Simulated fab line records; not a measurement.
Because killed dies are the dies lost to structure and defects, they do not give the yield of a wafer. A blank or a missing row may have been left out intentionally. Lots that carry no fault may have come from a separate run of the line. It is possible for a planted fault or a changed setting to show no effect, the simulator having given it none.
Problem report in the 8D (eight disciplines) form, filled by code + flow gf180mcu + the parts of the form that need people (team, actions taken, sign-off) are left out

1. WHAT IS WRONG
Mean of chamber-pressure-pa at GF_MIM_SPUTTER_04: 0.5076 Pa across 2 wafers in 2 lots; on wafers with no fault it is 0.4001 Pa (standard deviation 0.00068). So: +99 or more standard deviations from the usual mean.
The step: material TiN, target thk 50 nm, time 41.7 s.
The first sign was on wafer L512.6 at day 26 16:34, on pvd-sputter-03. The record holds 36 wafers of 12 lots with a number at this step. The rule behind "out" and "out of limits": a value lying over 4 standard deviations away from the usual mean. The rest of the wafers with a number are treated as sound.

2. WHAT THIS IS AND IS NOT
| question                    | is                  | is not                                                                                                   |
|-----------------------------|---------------------|----------------------------------------------------------------------------------------------------------|
| which readings at this step | chamber-pressure-pa | -                                                                                                        |
| which lots                  | L512, L514          | L506, L508, L509, L510, L522, L523, L525, L526, L527, L529                                               |
| which wafers of those lots  | L512.6, L514.3      | L512.1, L512.5, L514.1, L514.5                                                                           |
| read on which tools         | pvd-sputter-03      | pvd-sputter-01, pvd-sputter-04                                                                           |
| when                        | from day 26 16:34   | up to then (14 sound wafers); but 20 sound wafers of L514, L522, L523, L525, L526, L527, L529 came after |

3. THE SUSPECTS, EACH WITH WHAT RULES IT OUT
Counting: if a tool at a process step up to the reading ran every lot that is out, it stays a suspect. Sound lots after the first of them don't rule it out here, since some wafers of a struck lot are sound.
- pvd-sputter-03 at GF_MIM_SPUTTER_04 (material TiN, target thk 50 nm, time 41.7 s): kept. It processed each lot that is out (first: L512, day 26 16:34); up to then, its last sound lot is L510 (day 25 14:59). Its own readings are out on those wafers: chamber-pressure-pa.
The count leaves pvd-sputter-03 at GF_MIM_SPUTTER_04.

4. THE CAUSE (what the simulator had put in)
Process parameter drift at GF_MIM_SPUTTER_04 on pvd-sputter-03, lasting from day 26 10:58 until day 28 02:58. Setting chamber-pressure-pa, moved by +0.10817, from 0.4. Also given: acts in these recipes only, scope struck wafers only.
After counting, this tool was the only one left.

5. THE CHAIN OF EFFECTS, in route order
One row per reading whose mean, taken over the struck wafers that have a number, lies over 3 standard deviations from the usual. Readings are gone through only where the record gives a usual standard deviation; hours: the median, over the lots, of the time from a lot's start at the first step in this table giving one to that lot's start at this step; sigmas: the change measured in usual standard deviations.
| hours | step              | reading             | usual     | on struck wafers | change  | sigmas      |
|-------|-------------------|---------------------|-----------|------------------|---------|-------------|
| 0     | GF_MIM_SPUTTER_04 | chamber-pressure-pa | 0.4001 Pa | 0.5076           | +0.1075 | +99 or more |
| 0     | GF_MIM_SPUTTER_04 | throttle-valve-pct  | 29.8 %    | 26.1             | -3.7    | -3.1        |
Its process steps:
- GF_MIM_SPUTTER_04: material TiN, target thk 50 nm, time 41.7 s.
At these later measuring or inspecting steps, every struck wafer for which the step has a row has a number for every such reading, and none has moved that far: GF_MIM_THK_MEAS_11.

6. WHAT WOULD HAVE CAUGHT IT SOONER
In this record no reading fell out of limits until day 26 16:34, 6 hours after the fault had begun at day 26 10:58.
